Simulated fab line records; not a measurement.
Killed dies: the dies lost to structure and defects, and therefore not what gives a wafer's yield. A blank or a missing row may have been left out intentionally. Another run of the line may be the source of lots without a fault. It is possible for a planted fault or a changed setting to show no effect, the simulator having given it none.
A struck lot beside a sound one | flow sky130 | 13 out of 708 route steps
Sound: these wafers, L634.1, L634.4, L634.6. Wafers L644.3, L644.4, L644.6 were the ones struck. The cause is given at the end.
Per side, at each step with rows, come the tool, then ch with its chambers, and then its first start. Under that, the readings that differ: sound wafers | struck wafers | difference of the means | sigmas: that difference in standard deviations of wafers without a fault.
alike: readings whose means differ by less than 2 such deviations, and words and numbers that are the same on both sides. not compared: withheld readings, readings that some wafer has no value for, bounds like >300 that may hide the same value, and numbers for which the record gives no deviation and whose values overlap.
The two part at a step that has a row with sigmas, a row that says differs or no value, or rows on one side only. Numbers that have no deviation but don't overlap get no sigmas and don't part them. Lack of a reading on every wafer of one side parts them only where that side has two or more wafers.

first, 1 step without rows for these wafers: SKY_NWELL_IMPLANT_24.
SKY_NWELL_STRIP_25: strips in O2/N2.
  sound on plasma asher-04 ch 0,1, day 7 16:34; struck on plasma asher-01 ch 0,1, day 10 03:54
  reading                      | sound             | struck            | difference | sigmas
  strip time to endpoint s (s) | 36.68 36.63 36.72 | 37.04 36.91 37.00 | +0.31      | +3
  alike: chamber pressure mTorr, drypump motor current A, oes product au
  not compared: rf hours counter h
SKY_NWELL_TW_MEAS_26:
  sound on film metro-03, day 7 16:40; struck on film metro-02, day 10 03:59
  alike: NWELL_2_TW
then, 1 step without rows for these wafers: SKY_NWELL_CLEAN_27 (cleans in SC1/SC2, time 150 s).
SKY_NWELL_RTA_28: time 30 s.
  sound on rtp anneal-02 ch 0, day 7 16:47; struck on rtp anneal-02 ch 0, day 10 04:07
  alike: lamp power pct, wafer_temp_C_max
SKY_NWELL_RS_MEAS_29: a four-point-probe measurement.
  sound on film metro-01, day 7 16:53; struck on film metro-01, day 10 04:13
  alike: NWELL_RS
SKY_NWELL_RS_MEAS_31: a four-point-probe measurement.
  sound on film metro-01, day 7 17:07; struck on film metro-01, day 10 04:28
  alike: PWDE_RS
then, 4 steps without rows for these wafers: SKY_VT_ADJUST_HVTP_DEHYDRATE_00 (time 60 s); SKY_VT_ADJUST_HVTP_HMDS_01 (prime time 60 s); SKY_VT_ADJUST_HVTP_COAT_02 (resist thk 1140 nm); SKY_VT_ADJUST_HVTP_SOFTBAKE_03 (time 60 s).
SKY_VT_ADJUST_HVTP_EXPOSE_04: exposes mask HVTPM, target cd 380 nm.
  sound on iline stepper-02 ch 0, day 8 03:22; struck on iline stepper-02, day 10 14:13
  no value came back on the struck wafers for exposure dose mJ cm2, focus offset nm (nm), stage vel mm s (mm/s); on the sound wafers exposure dose mJ cm2 reads 140.02 139.98 139.90
  alike: mask
following that, these wafers have no rows for 1 step: SKY_VT_ADJUST_HVTP_PEB_05.

WHERE THEY PART
At SKY_NWELL_STRIP_25 first; at SKY_VT_ADJUST_HVTP_EXPOSE_04 last (within this record only).

WHY: whatever the simulator had introduced
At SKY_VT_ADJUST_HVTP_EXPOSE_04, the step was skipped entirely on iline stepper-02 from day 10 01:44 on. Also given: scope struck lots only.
